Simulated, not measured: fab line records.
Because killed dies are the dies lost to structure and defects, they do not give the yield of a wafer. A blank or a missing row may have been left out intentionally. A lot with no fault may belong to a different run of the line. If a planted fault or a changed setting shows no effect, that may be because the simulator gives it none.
fab line records | flow sky130
record lots=10 | wafers=30 | last_day=49
route steps=708 shown LOCAL_INTERCONNECT@402 CONTACT@408 PAD_OPEN@708
lots untouched by any fault: they come from a run of this same line in which no faults occurred
start_h: hours from the record's opening day to when the first of the lot's shown wafers began | wait_h: hours elapsed since this lot's preceding step | " identical to the entry in the row above | L1.1+2: several wafers, shown together as one row | - no value, or no start given | * or withheld: withheld | < > ~ a bound
route shown NAME@n: names a module that has steps shown in the file, with the first one's number in the route | usual: the fault-free wafers' mean and standard deviation | same: alike in all rows | chamber/n: place in a boat | sites: the reading at each site | _std_site: the standard deviation of these | _edge_site: inner sites' mean taken away from outer sites' mean | radius_mm: how far each site lies from the wafer's centre | mask NAME#n: copy n | behind: the most recent tool/chamber to have shaped the wafer | hold: why the lot went on hold/how many hours it stayed there/how the hold came to an end | device: names the non-switching transistor (n, p or np) | end of line: tests run on the same wafers once the route is complete | for a step that has no rows: nothing shown but its recipe | killed: the dies lost at the first sort to structure and to defects; this is not the yield of the wafer | map: a wafer's dies, x killed, . not, _ none there
set.NAME: the setting as run; set.NAME@STEP: as run at that earlier step | model.NAME: the simulator's own value behind a step, which no gauge read
route steps across a sampled set of lots; one table per step, one row per wafer
services: the hour from which a tool's chamber was out of use, counted from the record's first day as start_h (under 0 if before that day), plus the number of hours and why
## steps
# step SKY_LOCAL_INTERCONNECT_STRIP_15
# recipe chemistry=O2/N2 | power_w=1400 | pressure_mtorr=1476 | platen_temp_c=withheld | o2_flow_sccm=3000 | n2_flow_sccm=300 | overash_fraction=0.5
# usual drypump_motor_current_A=5.7/0.38 | o2_flow_sccm=3000/9.1 | oes_product_au=0.427/0.0045 | strip_time_to_endpoint_s=4.745/0.019
lot.wafer | tool            | chamber | start_h | wait_h | drypump_motor_current_A | o2_flow_sccm | oes_product_au | rf_hours_counter_h | strip_time_to_endpoint_s
L471.1    | plasma_asher-01 | 0       | 721.24  | 0.0    | 5.6                     | 3015         | 0.419          | 55                 | 4.725
L471.2    | "               | 1       | "       | "      | 5.4                     | 2997         | 0.418          | 55                 | 4.715
L471.4    | "               | 0       | "       | "      | 5.6                     | 3008         | 0.425          | -                  | 4.715
L472.4    | plasma_asher-01 | 1       | 749.37  | 0.1    | 5.4                     | 3002         | 0.432          | -                  | 4.736
L472.5    | "               | 0       | "       | "      | 5.7                     | 2989         | 0.425          | -                  | 4.721
L472.6    | "               | 1       | "       | "      | 5.4                     | 3000         | 0.425          | -                  | 4.727
L475.1    | plasma_asher-01 | 1       | 757.14  | 0.0    | 5.5                     | 3010         | 0.424          | 59                 | 4.746
L475.2    | "               | 0       | "       | "      | 5.6                     | 2999         | 0.424          | 59                 | 4.724
L475.6    | "               | 1       | "       | "      | 5.4                     | 2998         | 0.431          | -                  | 4.737
L476.1    | plasma_asher-03 | 1       | 759.75  | 0.1    | 5.9                     | 3020         | 0.421          | 90                 | 4.732
L476.2    | "               | 0       | "       | "      | 6.0                     | 3011         | 0.433          | 90                 | 4.726
L476.4    | "               | 0       | "       | "      | 6.0                     | 3010         | 0.431          | -                  | 4.751
L477.1    | plasma_asher-02 | 1       | 786.49  | 0.0    | 6.5                     | 2995         | 0.430          | 4                  | 4.714
L477.4    | "               | 0       | "       | "      | 5.2                     | 3001         | 0.433          | -                  | 4.778
L477.6    | "               | 0       | "       | "      | 5.2                     | 2999         | 0.423          | -                  | 4.722
L478.1    | plasma_asher-02 | 1       | 791.94  | 0.0    | 6.5                     | 2995         | 0.431          | 5                  | 4.733
L478.2    | "               | 0       | "       | "      | 5.2                     | 2989         | 0.432          | 5                  | 4.736
L478.3    | "               | 0       | "       | "      | 5.3                     | 2992         | 0.429          | -                  | 4.732
L485.1    | plasma_asher-01 | 1       | 826.10  | 0.1    | 5.4                     | 2994         | 0.425          | 66                 | 4.760
L485.3    | "               | 1       | "       | "      | 5.4                     | 2990         | 0.426          | -                  | 4.738
L485.6    | "               | 0       | "       | "      | 5.7                     | 2988         | 0.432          | -                  | 4.720
L486.2    | plasma_asher-01 | 1       | 836.04  | 0.0    | 5.4                     | 2995         | 0.439          | 66                 | 4.756
L486.3    | "               | 1       | "       | "      | 5.4                     | 2990         | 0.428          | -                  | 4.746
L486.6    | "               | 0       | "       | "      | 5.6                     | 2996         | 0.432          | -                  | 4.755
L487.2    | plasma_asher-03 | 1       | 848.04  | 0.0    | 5.9                     | 3009         | 0.425          | 99                 | 4.733
L487.5    | "               | 0       | "       | "      | 6.0                     | 3006         | 0.433          | -                  | 4.747
L487.6    | "               | 1       | "       | "      | 5.9                     | 3010         | 0.430          | -                  | 4.741
L488.2    | plasma_asher-02 | 1       | 857.59  | 0.0    | 6.5                     | 3010         | 0.423          | 11                 | 4.745
L488.3    | "               | 0       | "       | "      | 5.3                     | 3019         | 0.425          | -                  | 4.756
L488.5    | "               | 1       | "       | "      | 6.5                     | 2988         | 0.428          | -                  | 4.751
# step SKY_CONTACT_HDPCVD_02
# recipe material=SiO2 | target_thk_nm=565 | sigma_open_frac=0.3 | time_s=94.2 | temp_c=600 | sih4_flow_sccm=60 | pressure_mtorr=6
lot.wafer  | tool      | chamber | start_h | wait_h
L471.1+2+4 | hdpcvd-01 | 2,0,1   | 721.92  | 0.1
L472.4+5+6 | hdpcvd-02 | 1,0,2   | 750.06  | 0.1
L475.1+2+6 | hdpcvd-01 | 1,2,2   | 757.84  | 0.1
L476.1+2+4 | hdpcvd-02 | 1,0,2   | 760.44  | 0.1
L477.1+4+6 | hdpcvd-02 | 1,1,2   | 787.18  | 0.1
L478.1+2+3 | hdpcvd-01 | 2,0,1   | 792.63  | 0.1
L485.1+3+6 | hdpcvd-02 | 0,2,2   | 826.82  | 0.1
L486.2+3+6 | hdpcvd-01 | 0,1,0   | 836.78  | 0.0
L487.2+5+6 | hdpcvd-01 | 1,0,1   | 848.81  | 0.0
L488.2+3+5 | hdpcvd-02 | 0,1,0   | 858.31  | 0.0
# step SKY_CONTACT_THK_MEAS_03
# recipe reads=SiO2_of_CONTACT_HDPCVD_02
# usual CONTACT_HDPCVD_THK=567/5
lot.wafer | tool          | chamber | start_h | wait_h | hold                     | CONTACT_HDPCVD_THK[nm]
L471.1    | film_metro-03 | -       | 721.99  | 0.0    | -                        | 570
L471.2    | "             | -       | "       | "      | -                        | 574
L471.4    | "             | -       | "       | "      | -                        | 572
L472.4    | film_metro-02 | -       | 750.12  | 0.0    | -                        | 560
L472.5    | "             | -       | "       | "      | -                        | 567
L472.6    | "             | -       | "       | "      | -                        | 565
L475.1    | film_metro-03 | -       | 757.91  | 0.0    | -                        | 573
L475.2    | "             | -       | "       | "      | -                        | 567
L475.6    | "             | -       | "       | "      | -                        | 565
L476.1    | film_metro-03 | -       | 760.50  | 0.0    | -                        | 569
L476.2    | "             | -       | "       | "      | -                        | 569
L476.4    | "             | -       | "       | "      | -                        | 560
L477.1    | film_metro-01 | -       | 787.25  | 0.0    | -                        | 576
L477.4    | "             | -       | "       | "      | -                        | 569
L477.6    | "             | -       | "       | "      | -                        | 568
L478.1    | film_metro-01 | -       | 792.70  | 0.0    | -                        | 575
L478.2    | "             | -       | "       | "      | -                        | 568
L478.3    | "             | -       | "       | "      | -                        | 572
L485.1    | film_metro-03 | -       | 826.89  | 0.0    | await_dispo/0.2h/release | 450
L485.3    | "             | -       | "       | "      | await_dispo/0.2h/release | 567
L485.6    | "             | -       | "       | "      | await_dispo/0.2h/release | 570
L485.1    | film_metro-03 | -       | 827.11  | 0.2    | -                        | 449
L485.3    | "             | -       | "       | "      | -                        | 566
L485.6    | "             | -       | "       | "      | -                        | 570
L486.2    | film_metro-03 | -       | 836.86  | 0.0    | -                        | 562
L486.3    | "             | -       | "       | "      | -                        | 568
L486.6    | "             | -       | "       | "      | -                        | 560
L487.2    | film_metro-01 | -       | 848.88  | 0.0    | -                        | 566
L487.5    | "             | -       | "       | "      | -                        | 568
L487.6    | "             | -       | "       | "      | -                        | 563
L488.2    | film_metro-03 | -       | 858.39  | 0.0    | await_dispo/0.2h/release | 441
L488.3    | "             | -       | "       | "      | await_dispo/0.2h/release | 564
L488.5    | "             | -       | "       | "      | await_dispo/0.2h/release | 446
L488.2    | film_metro-03 | -       | 858.62  | 0.2    | -                        | 442
L488.3    | "             | -       | "       | "      | -                        | 564
L488.5    | "             | -       | "       | "      | -                        | 447
# step SKY_CONTACT_ETCH_16
# recipe chemistry=N2/H2 | target=BARC | ion_energy_ev=200 | source_w=500 | bias_w=100 | pressure_mtorr=30 | n2_flow_sccm=100 | h2_flow_sccm=200 | stop_on=SiO2 | time_s=45.9 | target_depth_a=600
# usual bias_w=100.0/0.32 | drypump_motor_current_A=5.8/0.33 | oes_product_au=0.855/0.0049 | throttle_valve_pct=13.225/0.0086
lot.wafer | tool        | chamber | start_h | wait_h | bias_w | drypump_motor_current_A | oes_product_au | rf_hours_counter_h | throttle_valve_pct
L471.1    | rie_diel-03 | 2       | 748.34  | 0.0    | 99.7   | 6.4                     | 0.861          | 9                  | 13.240
L471.2    | "           | 3       | "       | "      | 99.7   | 6.3                     | 0.859          | 5                  | 13.237
L471.4    | "           | 0       | "       | "      | 100.0  | 5.8                     | 0.861          | 7                  | 13.210
L472.4    | rie_diel-04 | 2       | 776.66  | 0.0    | 100.4  | 5.6                     | 0.857          | 11                 | 13.219
L472.5    | "           | 1       | "       | "      | 100.3  | 5.7                     | 0.853          | -                  | 13.220
L472.6    | "           | 0       | "       | "      | 99.9   | 6.1                     | 0.858          | -                  | 13.224
L475.1    | rie_diel-04 | 0       | 784.74  | 0.0    | 99.8   | 6.1                     | 0.844          | 15                 | 13.227
L475.2    | "           | 2       | "       | "      | 100.0  | 5.7                     | 0.848          | 12                 | 13.218
L475.6    | "           | 3       | "       | "      | 99.8   | 5.1                     | 0.849          | -                  | 13.224
L476.1    | rie_diel-02 | 0       | 787.42  | 0.0    | 99.6   | 5.6                     | 0.850          | 42                 | 13.239
L476.2    | "           | 2       | "       | "      | 100.0  | 6.2                     | 0.844          | 18                 | 13.227
L476.4    | "           | 3       | "       | "      | 99.6   | 5.6                     | 0.848          | 19                 | 13.229
L477.1    | rie_diel-02 | 0       | 815.46  | 0.0    | 100.3  | 5.6                     | 0.865          | 0                  | 13.229
L477.4    | "           | 1       | "       | "      | 100.1  | 5.9                     | 0.851          | 10                 | 13.230
L477.6    | "           | 0       | "       | "      | 100.4  | 5.6                     | 0.860          | -                  | 13.236
L478.1    | rie_diel-02 | 2       | 819.47  | 0.0    | 99.4   | 6.2                     | 0.862          | 19                 | 13.221
L478.2    | "           | 3       | "       | "      | 99.8   | 5.6                     | 0.852          | 20                 | 13.230
L478.3    | "           | 1       | "       | "      | 100.0  | 5.9                     | 0.854          | 10                 | 13.243
L485.1    | rie_diel-04 | 2       | 854.41  | 0.0    | 99.4   | 5.6                     | 0.859          | 14                 | 13.233
L485.3    | "           | 1       | "       | "      | 100.2  | 5.7                     | 0.855          | 7                  | 13.238
L485.6    | "           | 0       | "       | "      | 100.3  | 6.1                     | 0.855          | -                  | 13.221
L486.2    | rie_diel-02 | 0       | 865.32  | 0.0    | 100.1  | 5.6                     | 0.853          | 2                  | 13.232
L486.3    | "           | 2       | "       | "      | 100.5  | 6.2                     | 0.855          | 20                 | 13.226
L486.6    | "           | 1       | "       | "      | 100.0  | 5.9                     | 0.852          | -                  | 13.224
L487.2    | rie_diel-02 | 3       | 877.07  | 0.0    | 100.5  | 5.7                     | 0.862          | 22                 | 13.221
L487.5    | "           | 3       | "       | "      | 100.1  | 5.6                     | 0.857          | -                  | 13.237
L487.6    | "           | 0       | "       | "      | 99.9   | 5.6                     | 0.850          | -                  | 13.211
L488.2    | rie_diel-03 | 3       | 886.37  | 0.0    | 99.5   | 6.3                     | 0.860          | 9                  | 13.222
L488.3    | "           | 2       | "       | "      | 100.2  | 6.4                     | 0.854          | 14                 | 13.240
L488.5    | "           | 2       | "       | "      | 100.4  | 6.4                     | 0.854          | -                  | 13.215
# step SKY_CONTACT_ETCH_17
# recipe target=SiO2 | chemistry=C4F8/O2/Ar | stop_on=Si3N4 | mask_material=KrF-thick | source_w=1500 | bias_w=1200 | pressure_mtorr=40 | c4f8_flow_sccm=withheld | O2_flow_sccm=6 | Ar_flow_sccm=300 | time_s=withheld | target_depth_a=3400
# usual bias_w=1200.3/3 | oes_product_au=0.892/0.0046
lot.wafer | tool        | chamber | start_h | wait_h | bias_w | oes_product_au
L471.1    | rie_diel-03 | 2       | 748.38  | 0.0    | 1202.9 | 0.896
L471.2    | "           | 3       | "       | "      | 1203.0 | 0.896
L471.4    | "           | 0       | "       | "      | 1191.6 | 0.894
L472.4    | rie_diel-04 | 2       | 776.71  | 0.0    | 1197.2 | 0.891
L472.5    | "           | 1       | "       | "      | 1203.3 | 0.896
L472.6    | "           | 0       | "       | "      | 1202.9 | 0.893
L475.1    | rie_diel-04 | 0       | 784.78  | 0.0    | 1204.3 | 0.890
L475.2    | "           | 2       | "       | "      | 1203.5 | 0.893
L475.6    | "           | 3       | "       | "      | 1198.5 | 0.886
L476.1    | rie_diel-02 | 0       | 787.46  | 0.0    | 1199.2 | 0.888
L476.2    | "           | 2       | "       | "      | 1200.4 | 0.889
L476.4    | "           | 3       | "       | "      | 1199.0 | 0.884
L477.1    | rie_diel-02 | 0       | 815.51  | 0.0    | 1196.7 | 0.895
L477.4    | "           | 1       | "       | "      | 1199.6 | 0.892
L477.6    | "           | 0       | "       | "      | 1200.4 | 0.894
L478.1    | rie_diel-02 | 2       | 819.51  | 0.0    | 1203.7 | 0.893
L478.2    | "           | 3       | "       | "      | 1197.5 | 0.901
L478.3    | "           | 1       | "       | "      | 1202.8 | 0.894
L485.1    | rie_diel-04 | 2       | 854.46  | 0.0    | 1202.5 | 0.720
L485.3    | "           | 1       | "       | "      | 1198.7 | 0.891
L485.6    | "           | 0       | "       | "      | 1199.4 | 0.902
L486.2    | rie_diel-02 | 0       | 865.36  | 0.0    | 1193.0 | 0.892
L486.3    | "           | 2       | "       | "      | 1200.2 | 0.891
L486.6    | "           | 1       | "       | "      | 1198.2 | 0.893
L487.2    | rie_diel-02 | 3       | 877.11  | 0.0    | 1199.6 | 0.888
L487.5    | "           | 3       | "       | "      | 1195.2 | 0.895
L487.6    | "           | 0       | "       | "      | 1199.5 | 0.891
L488.2    | rie_diel-03 | 3       | 886.41  | 0.0    | 1200.5 | 0.729
L488.3    | "           | 2       | "       | "      | 1205.6 | 0.891
L488.5    | "           | 2       | "       | "      | 1202.3 | 0.724
# step SKY_CONTACT_CMP_27
# recipe stop_on=SiO2 | t_overpolish_s=15 | down_force_psi=3.5 | platen_rpm=60 | target_thk_nm=0 | pad_velocity_m_s=0.94248
# usual motor_current_A=11.4/1.1 | overpolish_run_s=15.000/0.0082 | slurry_filter_dp_kPa=13.52/0.14 | slurry_flow_ml_min=150.0/0.51 | time_to_endpoint_s=84.2/2.5
lot.wafer | tool   | chamber | start_h | wait_h | motor_current_A | overpolish_run_s | slurry_filter_dp_kPa | slurry_flow_ml_min | time_to_endpoint_s
L471.1    | cmp-02 | 2       | 749.52  | 0.1    | 11.5            | 15.003           | 13.32                | 150.7              | 82.8
L471.2    | "      | 3       | "       | "      | 10.6            | 14.990           | 13.47                | 149.7              | 81.4
L471.4    | "      | 0       | "       | "      | 10.3            | 15.000           | 13.36                | 150.8              | 82.7
L472.4    | cmp-01 | 3       | 777.97  | 0.1    | 9.7             | 14.988           | 13.47                | 149.7              | 82.7
L472.6    | "      | 2       | "       | "      | 10.0            | 14.999           | 13.58                | 150.2              | 82.8
L472.5    | "      | 3       | "       | "      | 9.7             | 14.994           | 13.57                | 150.4              | 85.9
L475.2    | cmp-01 | 2       | 785.81  | 0.0    | 10.2            | 14.995           | 13.61                | 151.2              | 78.6
L475.1    | "      | 1       | "       | "      | 11.6            | 15.003           | 13.59                | 150.0              | 80.3
L475.6    | "      | 3       | "       | "      | 10.1            | 15.012           | 13.41                | 150.6              | 77.1
L476.1    | cmp-02 | 1       | 788.55  | 0.1    | 12.6            | 15.002           | 13.47                | 150.1              | 84.1
L476.2    | "      | 2       | "       | "      | 12.3            | 15.000           | 13.39                | 149.6              | 84.2
L476.4    | "      | 3       | "       | "      | 10.0            | 15.016           | 13.33                | 149.9              | 82.9
L477.1    | cmp-01 | 0       | 816.55  | 0.1    | 12.5            | 15.006           | 13.74                | 149.1              | 82.9
L477.4    | "      | 2       | "       | "      | 9.8             | 14.986           | 13.50                | 150.0              | 83.6
L477.6    | "      | 0       | "       | "      | 12.7            | 14.992           | 13.94                | 148.8              | 82.2
L478.3    | cmp-02 | 0       | 820.64  | 0.1    | 10.2            | 15.001           | 13.43                | 149.9              | 83.4
L478.2    | "      | 1       | "       | "      | 12.9            | 15.005           | 13.49                | 150.0              | 88.5
L478.1    | "      | 2       | "       | "      | 11.6            | 14.998           | 13.54                | 150.3              | 88.1
L485.1    | cmp-02 | 3       | 855.50  | 0.1    | 10.4            | 14.988           | 13.16                | 150.2              | 81.7
L485.3    | "      | 2       | "       | "      | 11.7            | 15.004           | 13.25                | 149.5              | 83.4
L485.6    | "      | 3       | "       | "      | 10.5            | 15.000           | 13.57                | 150.4              | 81.5
L486.2    | cmp-02 | 0       | 866.45  | 0.1    | 10.2            | 15.007           | 13.65                | 149.7              | 82.1
L486.3    | "      | 1       | "       | "      | 12.6            | 14.998           | 13.44                | 150.8              | 80.4
L486.6    | "      | 3       | "       | "      | 10.4            | 14.997           | 13.73                | 149.3              | 81.5
L487.2    | cmp-01 | 2       | 878.25  | 0.1    | 9.7             | 15.002           | 13.58                | 149.7              | 85.1
L487.5    | "      | 0       | "       | "      | 12.2            | 15.001           | 13.61                | 150.1              | 84.8
L487.6    | "      | 1       | "       | "      | 12.2            | 15.014           | 13.58                | 149.5              | 84.8
L488.2    | cmp-02 | 1       | 887.55  | 0.1    | 12.6            | 15.003           | 13.58                | 150.5              | 81.8
L488.3    | "      | 2       | "       | "      | 12.2            | 15.011           | 13.50                | 150.1              | 80.1
L488.5    | "      | 3       | "       | "      | 10.0            | 15.004           | 13.51                | 150.0              | 82.8
# step SKY_PAD_OPEN_PROBE_99
# usual killed_at_M0_to_M3=44/6.6 | killed_at_M4_up=3.0/2 | killed_at_contacts=24/5.1 | killed_at_front_end=15/4.1 | killed_at_other=0.4/0.62 | killed_dies=86/9.3 | killed_on_rim=17/3.7 | killed_open=46/6.8 | killed_short=40/5.8
# same gross_dies=492 | killed_at_back_side=0
lot.wafer | tool      | chamber | start_h | wait_h | hold                     | killed_at_M0_to_M3 | killed_at_M4_up | killed_at_contacts | killed_at_front_end | killed_at_other | killed_dies | killed_on_rim | killed_open | killed_short
L471.1    | prober-01 | -       | 1084.02 | 0.1    | -                        | 39                 | 1               | 32                 | 17                  | 0               | 89          | 21            | 55          | 34
L471.2    | prober-01 | -       | 1084.07 | 0.1    | -                        | 40                 | 2               | 18                 | 13                  | 1               | 74          | 19            | 43          | 30
L471.4    | prober-01 | -       | 1084.17 | 0.2    | -                        | 42                 | 1               | 28                 | 19                  | 1               | 91          | 14            | 50          | 40
L472.4    | prober-02 | -       | 1106.61 | 0.2    | -                        | 49                 | 0               | 27                 | 17                  | 0               | 93          | 21            | 57          | 36
L472.5    | prober-02 | -       | 1106.66 | 0.2    | -                        | 47                 | 3               | 32                 | 15                  | 0               | 97          | 21            | 53          | 42
L472.6    | prober-02 | -       | 1106.71 | 0.2    | -                        | 46                 | 5               | 28                 | 15                  | 0               | 94          | 16            | 47          | 45
L477.1    | prober-02 | -       | 1139.28 | 0.1    | -                        | 44                 | 4               | 18                 | 10                  | 1               | 77          | 14            | 44          | 33
L477.4    | prober-02 | -       | 1139.43 | 0.2    | -                        | 35                 | 3               | 23                 | 14                  | 0               | 75          | 19            | 36          | 39
L477.6    | prober-02 | -       | 1139.53 | 0.2    | -                        | 40                 | 3               | 25                 | 7                   | 0               | 75          | 16            | 32          | 43
L478.1    | prober-02 | -       | 1141.29 | 0.1    | -                        | 46                 | 4               | 34                 | 11                  | 1               | 96          | 22            | 53          | 43
L478.2    | prober-02 | -       | 1141.34 | 0.1    | -                        | 47                 | 2               | 32                 | 16                  | 0               | 97          | 13            | 58          | 38
L478.3    | prober-02 | -       | 1141.39 | 0.2    | -                        | 47                 | 1               | 28                 | 10                  | 0               | 86          | 22            | 41          | 45
L485.1    | prober-02 | -       | 1164.68 | 0.1    | await_dispo/1.7h/release | 48                 | 7               | 75                 | 10                  | 1               | 141         | 68            | 49          | 40
L485.3    | prober-02 | -       | 1164.78 | 0.2    | await_dispo/1.7h/release | 49                 | 6               | 29                 | 18                  | 0               | 102         | 22            | 56          | 46
L485.6    | prober-02 | -       | 1164.93 | 0.2    | await_dispo/1.7h/release | 60                 | 4               | 17                 | 13                  | 0               | 94          | 23            | 53          | 40
L488.2    | prober-01 | -       | 1180.98 | 0.1    | await_dispo/1.7h/release | 39                 | 4               | 83                 | 12                  | 1               | 139         | 70            | 41          | 31
L488.3    | prober-01 | -       | 1181.03 | 0.2    | await_dispo/1.7h/release | 41                 | 4               | 28                 | 11                  | 0               | 84          | 16            | 50          | 33
L488.5    | prober-01 | -       | 1181.13 | 0.2    | await_dispo/1.7h/release | 52                 | 1               | 85                 | 16                  | 1               | 155         | 71            | 49          | 43
# killed by level:class
L471.1 VIA1:geometric_particle:open=16 CONTACT:geometric_particle:open=10 FIELD_ISO:geometric_particle:open=8 LI_CONTACT:geometric_particle:open=8 LOCAL_INTERCONNECT:geometric_particle:short=7 VIA1:geometric_particle:short=6 VIA2:geometric_particle:open=4 VIA3:geometric_particle:open=4
L471.2 VIA1:geometric_particle:open=11 CONTACT:geometric_particle:open=8 VIA2:geometric_particle:open=7 VIA3:geometric_particle:open=7 FIELD_ISO:geometric_particle:short=4 POLY_GATE:geometric_particle:short=4 VIA2:geometric_particle:short=4 METAL3:geometric_particle:short=4
L471.4 VIA1:geometric_particle:open=9 CONTACT:geometric_particle:open=9 LI_CONTACT:geometric_particle:open=8 VIA1:geometric_particle:short=8 FIELD_ISO:geometric_particle:open=6 POLY_GATE:geometric_particle:open=6 LOCAL_INTERCONNECT:geometric_particle:short=5 CONTACT:geometric_particle:short=5
L472.4 VIA3:geometric_particle:open=14 VIA1:geometric_particle:open=10 LI_CONTACT:geometric_particle:open=8 CONTACT:geometric_particle:open=7 LOCAL_INTERCONNECT:geometric_particle:short=6 FIELD_ISO:geometric_particle:short=5 POLY_GATE:geometric_particle:open=5 VIA2:geometric_particle:open=5
L472.5 VIA1:geometric_particle:open=14 CONTACT:geometric_particle:open=9 LI_CONTACT:geometric_particle:short=6 VIA2:geometric_particle:open=6 POLY_GATE:geometric_particle:short=5 VIA3:geometric_particle:open=5 LI_CONTACT:geometric_particle:open=5 LOCAL_INTERCONNECT:geometric_particle:short=5
L472.6 VIA1:geometric_particle:short=9 LI_CONTACT:geometric_particle:open=9 VIA1:geometric_particle:open=9 METAL1:geometric_particle:short=7 CONTACT:geometric_particle:open=7 VIA2:geometric_particle:open=7 POLY_GATE:geometric_particle:short=5 VIA3:geometric_particle:open=5
L477.1 CONTACT:geometric_particle:open=10 VIA2:geometric_particle:open=9 METAL2:geometric_particle:short=7 VIA1:geometric_particle:open=6 POLY_GATE:geometric_particle:short=4 VIA1:geometric_particle:short=4 CONTACT:geometric_particle:short=4 METAL1:geometric_particle:short=4
L477.4 METAL2:geometric_particle:short=9 LI_CONTACT:geometric_particle:open=8 FIELD_ISO:geometric_particle:short=7 CONTACT:geometric_particle:open=6 METAL1:geometric_particle:short=6 VIA1:geometric_particle:open=5 METAL3:geometric_particle:short=4 FIELD_ISO:geometric_particle:open=3
L477.6 VIA1:geometric_particle:open=9 VIA1:geometric_particle:short=8 METAL2:geometric_particle:short=7 CONTACT:geometric_particle:short=7 CONTACT:geometric_particle:open=7 LI_CONTACT:geometric_particle:open=5 METAL3:geometric_particle:short=4 VIA2:geometric_particle:open=4
L478.1 CONTACT:geometric_particle:open=12 LI_CONTACT:geometric_particle:open=10 VIA1:geometric_particle:open=9 METAL1:geometric_particle:short=6 VIA3:geometric_particle:open=5 VIA1:geometric_particle:short=5 VIA2:geometric_particle:open=5 FIELD_ISO:geometric_particle:short=4
L478.2 VIA1:geometric_particle:open=17 CONTACT:geometric_particle:open=13 VIA2:geometric_particle:open=7 LI_CONTACT:geometric_particle:open=6 METAL1:geometric_particle:short=6 CONTACT:geometric_particle:short=6 VIA3:geometric_particle:open=6 POLY_GATE:geometric_particle:short=5
L478.3 VIA1:geometric_particle:open=10 CONTACT:geometric_particle:short=8 CONTACT:geometric_particle:open=8 LOCAL_INTERCONNECT:geometric_particle:short=7 VIA2:geometric_particle:open=7 VIA1:geometric_particle:short=6 VIA3:geometric_particle:open=6 METAL2:geometric_particle:short=5
L485.1 CONTACT:area_hdpcvd=52 CONTACT:geometric_particle:open=12 VIA3:geometric_particle:open=11 VIA1:geometric_particle:open=7 METAL4:geometric_particle:short=6 VIA3:geometric_particle:short=5 VIA1:geometric_particle:short=5 VIA2:geometric_particle:short=5
L485.3 CONTACT:geometric_particle:open=14 METAL1:geometric_particle:short=10 VIA1:geometric_particle:open=8 LI_CONTACT:geometric_particle:open=6 VIA2:geometric_particle:open=6 METAL4:geometric_particle:short=6 POLY_GATE:geometric_particle:short=5 CONTACT:geometric_particle:short=5
L485.6 VIA1:geometric_particle:open=18 METAL1:geometric_particle:short=10 VIA2:geometric_particle:open=9 VIA3:geometric_particle:open=6 LOCAL_INTERCONNECT:geometric_particle:short=5 FIELD_ISO:geometric_particle:open=4 POLY_GATE:geometric_particle:open=4 LI_CONTACT:geometric_particle:open=4
L488.2 CONTACT:area_hdpcvd=66 VIA2:geometric_particle:open=12 CONTACT:geometric_particle:open=10 METAL1:geometric_particle:short=6 VIA1:geometric_particle:open=5 VIA3:geometric_particle:open=5 LI_CONTACT:geometric_particle:open=4 POLY_GATE:geometric_particle:short=4
L488.3 CONTACT:geometric_particle:open=13 VIA2:geometric_particle:open=11 METAL1:geometric_particle:short=7 CONTACT:geometric_particle:short=5 VIA1:geometric_particle:open=5 VIA3:geometric_particle:open=5 LI_CONTACT:geometric_particle:open=4 VIA1:geometric_particle:short=4
L488.5 CONTACT:area_hdpcvd=63 CONTACT:geometric_particle:open=11 VIA3:geometric_particle:open=9 VIA1:geometric_particle:open=8 METAL1:geometric_particle:short=7 METAL2:geometric_particle:short=7 VIA2:geometric_particle:open=6 FIELD_ISO:geometric_particle:open=4
## services
tool            | chamber | start_h | hours | kind
hdpcvd-02       | 0       | 702.43  | 7.8   | repair
hdpcvd-02       | -       | 706.30  | 0.9   | repair
hdpcvd-02       | 1       | 707.61  | 15.3  | repair
rie_diel-04     | -       | 719.00  | 2.5   | repair
rie_diel-02     | 0       | 725.68  | 8.4   | repair
cmp-02          | -       | 731.74  | 2.2   | repair
rie_diel-04     | 0       | 733.10  | 4.0   | repair
plasma_asher-02 | -       | 733.75  | 9.0   | pm
plasma_asher-02 | -       | 737.95  | 3.9   | repair
rie_diel-04     | 2       | 738.13  | 6.0   | repair
cmp-02          | -       | 744.00  | 4.0   | pm
hdpcvd-01       | -       | 769.32  | 0.8   | repair
rie_diel-02     | -       | 776.54  | 2.8   | pm
cmp-01          | -       | 781.42  | 4.2   | pm
rie_diel-03     | 3       | 784.35  | 4.3   | repair
hdpcvd-02       | -       | 795.60  | 0.6   | repair
rie_diel-02     | 0       | 819.26  | 1.8   | repair
rie_diel-03     | 3       | 822.77  | 11.0  | repair
cmp-01          | -       | 828.92  | 1.5   | repair
plasma_asher-01 | -       | 832.91  | 2.8   | pm
rie_diel-03     | 0       | 836.64  | 2.2   | repair
cmp-02          | -       | 860.25  | 0.6   | repair
rie_diel-02     | -       | 864.44  | 0.2   | repair
hdpcvd-01       | 1       | 883.11  | 5.9   | repair
## key
first_sign step=SKY_CONTACT_THK_MEAS_03 | reading=visit | direction=added
effect step=SKY_CONTACT_THK_MEAS_03 | reading=CONTACT_HDPCVD_THK | direction=down | sigmas=24 | usual=567 | struck=445
effect step=SKY_CONTACT_ETCH_17 | reading=oes_product_au | direction=down | sigmas=37 | usual=0.892 | struck=0.724
effect step=SKY_PAD_OPEN_PROBE_99 | reading=killed_at_contacts | direction=up | sigmas=11 | usual=24 | struck=81
more_kills_born_at SKY_CONTACT_HDPCVD_02@hdpcvd-02=181
met_at SKY_CONTACT_HDPCVD_02
struck_lots L485,L488
struck_wafers L485.1,L488.2,L488.5
tester_left_out L485,L488
not_acting_at SKY_LOCAL_INTERCONNECT_STRIP_15,SKY_CONTACT_ETCH_16,SKY_CONTACT_CMP_27
onset_between 760.44 826.82
fault kind=site_profile_drift | tool=hdpcvd-02 | chamber=0 | onset_h=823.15 | steps=SKY_CONTACT_HDPCVD_02 | basis=fraction | max_abs_drift=0.45183 | slope_share_per_hr=100.41 | site_pattern=0,0,0,0,0,-1,-1,-1,-1
# tester_left_out: of these lots the tester's yield and bins aren't shown, on N5 and GAA mostly nor the transistor test; their killed dies are dies lost to structure and defects alone, not to doping, threshold or leakage, so they don't give the yield
